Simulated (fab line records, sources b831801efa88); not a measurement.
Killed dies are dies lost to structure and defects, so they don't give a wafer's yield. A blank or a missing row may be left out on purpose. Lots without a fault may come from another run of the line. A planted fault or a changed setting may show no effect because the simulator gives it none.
Chamber matching | flow gf180mcu | GF_V3_ETCH_16 on rie_diel-01: 4 sister chambers
The step etches BARC in N2/H2. 4 wafers are shown with their chamber, then 7 later ones without.

WAFERS WITH THEIR CHAMBER
wafer  | chamber | drypump_motor_current_A (A)
L088.1 | 1       | 6.10
L088.5 | 0       | 5.76
L090.1 | 3       | 5.71
L090.2 | 2       | 6.05

WAFERS WITHOUT THEIR CHAMBER
wafer  | drypump_motor_current_A (A)
L090.3 | 6.05
L096.1 | 5.73
L096.2 | 6.04
L096.3 | 5.75
L097.3 | 5.72
L097.4 | 6.02
L097.5 | 5.73

WHICH CHAMBER EACH WENT THROUGH
wafer  | from the rows above     | in truth
L090.3 | 2                       | 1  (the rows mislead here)
L096.1 | can't be placed: 3 or 0 | 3
L096.2 | 2                       | 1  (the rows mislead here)
L096.3 | can't be placed: 0 or 3 | 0
L097.3 | can't be placed: 3 or 0 | 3
L097.4 | 2                       | 2
L097.5 | can't be placed: 3 or 0 | 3
Placed correctly: 1 of 7. Can't be placed from these rows: 4 (the true chamber is among the candidates in 4). Placed wrongly: 2.
How it was worked out, from the rows above alone: a wafer's distance from a chamber is the root of the sum, over the readings, of the square of ((its reading less the chamber's mean) divided by the reading's scatter). The wafer belongs to the nearest chamber; if the next one is less than 2 further off, it can't be placed. A chamber's mean is the mean of its shown wafers. The scatter: with one shown wafer a chamber, the root of the mean of the squares of how far each hidden wafer lies from its nearest shown one.
